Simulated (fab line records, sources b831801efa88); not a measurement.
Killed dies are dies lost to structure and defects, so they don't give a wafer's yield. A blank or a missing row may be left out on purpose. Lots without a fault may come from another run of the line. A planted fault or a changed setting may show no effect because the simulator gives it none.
A struck lot beside a sound one | flow gf180mcu | 15 steps out of a route of 602
Sound: wafers L512.3, L512.4, L512.6. Struck: wafers L504.2, L504.4, L504.6. The cause comes at the end.
At each step with rows: each side's tool, then ch and its chambers, then its first start. Under that, the readings that differ: sound wafers | struck wafers | difference of the means | sigmas: that difference in standard deviations of wafers without a fault.
alike: readings whose means differ by less than 2 such deviations, and words and numbers that are the same on both sides. not compared: withheld readings, readings that some wafer has no value for, bounds like >300 that may hide the same value, and numbers for which the record gives no deviation and whose values overlap.
The two part at a step that has a row with sigmas, a row that says differs or no value, or rows on one side only. Numbers that don't overlap but have no deviation are shown without sigmas and don't part them. A reading that every wafer of one side lacks parts them only if that side has two wafers or more.

first, 5 steps without rows for these wafers: GF_CONTACT_CLEAN_20 (cleans in DIW); GF_CONTACT_CLEAN_21 (cleans in dHF, time 20 s); GF_CONTACT_SPUTTER_22 (material Ti, target thk 15 nm, time 80.02 s); GF_CONTACT_SPUTTER_23 (material TiN, target thk 10 nm, time 40 s); GF_CONTACT_CVD_24 (deposits W, target thk 300 nm, time 90.339 s).
GF_CONTACT_RS_MEAS_25: measures by four-point-probe.
  sound on film_metro-03, day 21 05:06; struck on film_metro-03, day 18 03:04
  alike: CONTACT_W_RS
GF_CONTACT_THK_MEAS_26: measures by xrf.
  sound on film_metro-03, day 21 05:12; struck on film_metro-03, day 18 03:11
  alike: CONTACT_W_THK
GF_CONTACT_CMP_27: polishes, stops on SiO2, t overpolish 15 s, target thk 0 nm.
  sound on cmp-02 ch 2,3, day 21 05:32; struck on cmp-02 ch 0,1,3, day 18 03:20
  alike: motor_current_A, overpolish_run_s, platen_rpm, time_to_endpoint_s
GF_M1_SPUTTER_00: material Ti, target thk 37.5 nm, time 150 s.
  sound on pvd_sputter-04, day 21 05:47; struck on pvd_sputter-03, day 18 03:32
  alike: cathode_dc_power_W, chamber_pressure_pa, throttle_valve_pct
GF_M1_SPUTTER_01: material TiN, target thk 30 nm, time 25 s.
  sound on pvd_sputter-04, day 21 05:53; struck on pvd_sputter-03, day 18 03:38
  alike: cathode_dc_power_W, chamber_pressure_pa, throttle_valve_pct
GF_M1_SPUTTER_02: material AlCu, target thk 450 nm, time 23.9 s.
  sound on pvd_sputter-04, day 21 05:55; struck on pvd_sputter-03, day 18 03:40
  alike: cathode_dc_power_W, chamber_pressure_pa, throttle_valve_pct
GF_M1_SPUTTER_03: material Ti, target thk 10 nm, time 6.7 s.
  sound on pvd_sputter-04, day 21 05:56; struck on pvd_sputter-03, day 18 03:41
  alike: cathode_dc_power_W, chamber_pressure_pa, throttle_valve_pct
GF_M1_SPUTTER_04: material TiN, target thk 50 nm, time 41.7 s.
  sound on pvd_sputter-04, day 21 05:58; struck on pvd_sputter-03, day 18 03:43
  no value came back on the struck wafers for cathode_dc_power_W (W), chamber_pressure_pa (Pa), throttle_valve_pct (%); on the sound wafers cathode_dc_power_W (W) reads 6499.8 6498.8 6499.7
GF_M1_THK_MEAS_06: measures by xrf.
  sound on film_metro-02, day 21 06:08; struck on film_metro-04, day 18 03:53
  reading          | sound       | struck      | difference | sigmas
  M1_ALCU_THK (nm) | 464 452 458 | 504 508 500 | +46        | +8
then, 1 step without rows for these wafers: GF_M1_DEHYDRATE_07 (time 60 s).

WHERE THEY PART
First at GF_M1_SPUTTER_04; last, within this record, at GF_M1_THK_MEAS_06.

WHY: what the simulator had put in
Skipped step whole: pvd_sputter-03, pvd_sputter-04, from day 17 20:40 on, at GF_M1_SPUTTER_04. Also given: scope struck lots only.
